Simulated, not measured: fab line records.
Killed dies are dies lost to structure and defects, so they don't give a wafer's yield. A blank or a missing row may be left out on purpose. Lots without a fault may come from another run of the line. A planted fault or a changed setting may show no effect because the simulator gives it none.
Which of the tools did it? + flow sky130 + 21 wafers from 7 lots sampled at 2 of the route's 708 steps

## WHAT THE GAUGES READ, wafer by wafer
SKY_POLY_GATE_CD_MEAS_13 targets a cd of 150 nm.
| lot  | measured     | on        | cd-nm (nm)        |
|------|--------------|-----------|-------------------|
| L214 | day 16 15:16 | cd-sem-02 | 150.1 150.8 152.0 |
| L217 | day 17 14:23 | cd-sem-01 | 149.5 149.8 150.2 |
| L219 | day 18 17:58 | cd-sem-01 | 150.3 148.4 149.7 |
| L223 | day 21 01:04 | cd-sem-01 | 150.2 151.7 150.8 |
| L229 | day 22 18:11 | cd-sem-02 | 148.5 147.8 147.8 |
| L231 | day 23 06:21 | cd-sem-02 | 148.4 149.0 147.8 |
| L236 | day 24 14:46 | cd-sem-02 | 149.2 150.5 151.8 |

## WHAT TOOL EACH LOT RAN ON (gives the tool, then ch and the chambers of the sampled wafers, and finally the start)
| lot  | SKY_FIELD_ISO_WET_ETCH_21      |
|------|--------------------------------|
| L214 | wet-bench-03 ch 3, day 2 10:32 |
| L217 | wet-bench-04 ch 0, day 3 01:45 |
| L219 | wet-bench-03 ch 1, day 3 15:28 |
| L223 | wet-bench-04 ch 1, day 4 09:05 |
| L229 | wet-bench-01 ch 0, day 5 14:50 |
| L231 | wet-bench-03 ch 1, day 6 06:53 |
| L236 | wet-bench-04 ch 2, day 7 05:53 |
- SKY_FIELD_ISO_WET_ETCH_21: etches SiO2 in dHF, target depth 20 nm, time 400 s.

## THE ANSWER, worked out from the rows above alone
Rule: the lots themselves supply what counts as usual. The widest of any qualifying gaps counts: lots, ordered by their means at a reading, are off when they make up no more than a third of the lots, leave a main group of 4 or more, and stand apart from it by 3 or more times the standard deviation of that group's means. Not used: any main group whose means are identical at the precision the tables above print for the reading. A lot without any number at a reading at which 4 lots or more have one is off too. Any other lot the step has rows for is counted as sound.
No lot is off on any of the readings shown, so nothing can be concluded from this.

## WHAT THE SIMULATOR PUT IN
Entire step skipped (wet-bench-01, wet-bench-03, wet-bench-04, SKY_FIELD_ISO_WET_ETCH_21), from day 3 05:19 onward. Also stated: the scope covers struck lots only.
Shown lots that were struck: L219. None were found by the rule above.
